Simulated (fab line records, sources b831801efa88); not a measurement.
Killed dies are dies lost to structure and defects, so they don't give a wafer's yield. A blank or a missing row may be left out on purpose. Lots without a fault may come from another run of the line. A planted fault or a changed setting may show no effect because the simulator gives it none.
Which tool did it? | flow sfq_line | 14 lots, 42 wafers sampled, at 4 steps of a route of 325

WHAT THE GAUGES READ, wafer by wafer
SFQ_R5_RS_MEAS_933: measures by four-point-probe. Usual: R5_MONX_RS 7.06 ohm/sq, standard deviation 0.076.
lot  | measured     | on            | R5_MONX_RS (ohm/sq) | flag
L481 | day 61 09:14 | film_metro-02 | 7.19 7.08 7.13      |
L484 | day 61 19:28 | film_metro-03 | 7.17 7.13 7.09      |
L485 | day 61 22:32 | film_metro-03 | 7.13 7.06 7.03      |
L487 | day 62 14:45 | film_metro-03 | 5.53 5.54 5.56      | OFF
L488 | day 63 02:45 | film_metro-03 | 7.04 7.08 7.19      |
L489 | day 63 11:11 | film_metro-03 | 5.47 5.53 5.46      | OFF
L490 | day 68 07:23 | film_metro-04 | 6.87 6.91 6.84      |
L494 | day 69 00:07 | film_metro-03 | 7.01 7.10 7.07      |
L495 | day 69 01:19 | film_metro-02 | 7.01 7.08 7.15      |
L496 | day 69 03:44 | film_metro-03 | 7.09 6.98 6.99      |
L497 | day 73 08:21 | film_metro-04 | 7.11 7.16 7.11      |
L499 | day 73 14:33 | film_metro-02 | 6.99 6.93 6.99      |
L501 | day 74 07:14 | film_metro-04 | 7.09 7.05 7.04      |
L502 | day 74 10:12 | film_metro-04 | 7.09 7.10 7.17      |

SFQ_R5_THK_MEAS_934: measures by xrf. Usual: R5_MONX_THK 39.6 nm, standard deviation 0.53.
lot  | measured     | on            | R5_MONX_THK (nm) | flag
L481 | day 61 09:22 | film_metro-02 | 38.7 39.3 39.1   |
L484 | day 61 19:35 | film_metro-03 | 38.9 39.3 39.6   |
L485 | day 61 22:37 | film_metro-03 | 39.2 39.7 39.8   |
L487 | day 62 14:52 | film_metro-03 | 52.2 51.6 51.6   | OFF
L488 | day 63 02:52 | film_metro-03 | 40.0 40.2 39.3   |
L489 | day 63 11:17 | film_metro-03 | 52.5 51.9 52.3   | OFF
L490 | day 68 07:29 | film_metro-04 | 40.5 40.4 40.6   |
L494 | day 69 00:14 | film_metro-03 | 40.2 39.7 40.0   |
L495 | day 69 01:26 | film_metro-02 | 39.9 39.6 39.0   |
L496 | day 69 03:50 | film_metro-03 | 39.6 40.2 40.2   |
L497 | day 73 08:28 | film_metro-04 | 38.9 38.7 38.7   |
L499 | day 73 14:40 | film_metro-02 | 39.7 40.0 39.8   |
L501 | day 74 07:20 | film_metro-04 | 39.1 39.4 39.3   |
L502 | day 74 10:19 | film_metro-04 | 39.5 39.0 38.7   |

WHICH TOOL RAN EACH LOT (tool, then ch and the chambers of the sampled wafers, then the start)
lot  | SFQ_TRILAYER_L0_VIA_BARC_OPEN_VIA_ETCH_021 | SFQ_TRILAYER_R5_DEP_SPUTTER_133
L481 | rie_diel-02 ch 0,2,3, day 6 22:19          | pvd_sputter-04, day 61 09:10
L484 | rie_diel-04 ch 0,2,3, day 7 04:19          | pvd_sputter-04, day 61 19:24
L485 | rie_diel-03 ch 0,2,3, day 7 06:43          | pvd_sputter-05, day 61 22:24
L487 | rie_diel-04 ch 1,2,3, day 7 12:40          | pvd_sputter-05, day 62 14:41
L488 | rie_diel-04 ch 0,1,2, day 7 15:04          | pvd_sputter-04, day 63 02:41
L489 | rie_diel-02 ch 1,2, day 7 16:16            | pvd_sputter-05, day 63 11:05
L490 | rie_diel-02 ch 0,1,2, day 7 19:52          | pvd_sputter-05, day 68 07:17
L494 | rie_diel-02 ch 0,3, day 8 05:36            | pvd_sputter-03, day 69 00:02
L495 | rie_diel-03 ch 0,2,3, day 8 17:01          | pvd_sputter-04, day 69 01:14
L496 | rie_diel-02 ch 1,2,3, day 8 18:13          | pvd_sputter-05, day 69 03:38
L497 | rie_diel-03 ch 1,2, day 8 21:49            | pvd_sputter-05, day 73 08:17
L499 | rie_diel-03 ch 0,1,3, day 14 17:12         | pvd_sputter-03, day 73 14:27
L501 | rie_diel-04 ch 0,1,3, day 15 13:22         | pvd_sputter-04, day 74 07:07
L502 | rie_diel-04 ch 2,3, day 15 21:46           | pvd_sputter-05, day 74 10:07
- SFQ_TRILAYER_L0_VIA_BARC_OPEN_VIA_ETCH_021: etches BARC in O2, target depth 125 nm, time 41.7 s.
- SFQ_TRILAYER_R5_DEP_SPUTTER_133: material MoNx, target thk 40 nm, time 66.7 s.

WHAT THE TOOLS THEMSELVES READ (means of the sampled wafers that have a number; where no wafer has one, the mark that the record gives instead)
SFQ_TRILAYER_L0_VIA_BARC_OPEN_VIA_ETCH_021. Usual: drypump_motor_current_A 5.6 A, standard deviation 0.5; oes_product_au 0.684 a.u., standard deviation 0.0049.
lot  | tool        | drypump_motor_current_A (A) | oes_product_au (a.u.) | flag
L481 | rie_diel-02 | 5.6                         | 0.683                 |
L484 | rie_diel-04 | 5.4                         | 0.687                 |
L485 | rie_diel-03 | 5.7                         | 0.683                 |
L487 | rie_diel-04 | 5.1                         | 0.684                 |
L488 | rie_diel-04 | 5.6                         | 0.681                 |
L489 | rie_diel-02 | 5.4                         | 0.682                 |
L490 | rie_diel-02 | 5.5                         | 0.682                 |
L494 | rie_diel-02 | 5.9                         | 0.683                 |
L495 | rie_diel-03 | 5.7                         | 0.684                 |
L496 | rie_diel-02 | 5.7                         | 0.688                 |
L497 | rie_diel-03 | 5.6                         | 0.689                 |
L499 | rie_diel-03 | 5.8                         | 0.682                 |
L501 | rie_diel-04 | 5.7                         | 0.679                 |
L502 | rie_diel-04 | 4.8                         | 0.684                 |

SFQ_TRILAYER_R5_DEP_SPUTTER_133. Usual: cathode_dc_power_W 1000.00 W, standard deviation 0.18; throttle_valve_pct 30.2 %, standard deviation 1.3.
lot  | tool           | cathode_dc_power_W (W) | throttle_valve_pct (%) | flag
L481 | pvd_sputter-04 | 999.89                 | 31.0                   |
L484 | pvd_sputter-04 | 1000.17                | 31.0                   |
L485 | pvd_sputter-05 | 999.84                 | 29.5                   |
L487 | pvd_sputter-05 | 1293.57                | 30.5                   | OFF
L488 | pvd_sputter-04 | 1000.12                | 31.4                   |
L489 | pvd_sputter-05 | 1293.33                | 29.3                   | OFF
L490 | pvd_sputter-05 | 1000.00                | 29.4                   |
L494 | pvd_sputter-03 | 999.97                 | 29.5                   |
L495 | pvd_sputter-04 | 1000.12                | 31.2                   |
L496 | pvd_sputter-05 | 999.97                 | 28.9                   |
L497 | pvd_sputter-05 | 1000.03                | 29.4                   |
L499 | pvd_sputter-03 | 1000.03                | 29.9                   |
L501 | pvd_sputter-04 | 1000.05                | 31.3                   |
L502 | pvd_sputter-05 | 999.86                 | 30.4                   |

THE ANSWER, worked out from the rows above alone
Rule: a lot is off if the mean of its wafers that have a number lies more than 3 standard deviations from the usual mean. A lot without any number at a reading at which 4 lots or more have one is off too. The other lots that the step has rows for count as sound. The gauges are gone through in route order, then the tools' own readings, and for those a lot's mean is taken as printed above. The first step at which some lot is off is used, and at that step the reading that is off furthest; a lot without a number counts as furthest.
Off: L487, L489, at SFQ_R5_RS_MEAS_933 (R5_MONX_RS).
A tool fits if, at a process step before that reading, it ran every lot that is off, and no sound lot after the first of them. The gauges at SFQ_R5_RS_MEAS_933 aren't tried: what is off there is off at SFQ_TRILAYER_R5_DEP_SPUTTER_133 too, on other tools, and a gauge's error can't cause that. None of those tried fits.

WHAT THE SIMULATOR HAD PUT IN
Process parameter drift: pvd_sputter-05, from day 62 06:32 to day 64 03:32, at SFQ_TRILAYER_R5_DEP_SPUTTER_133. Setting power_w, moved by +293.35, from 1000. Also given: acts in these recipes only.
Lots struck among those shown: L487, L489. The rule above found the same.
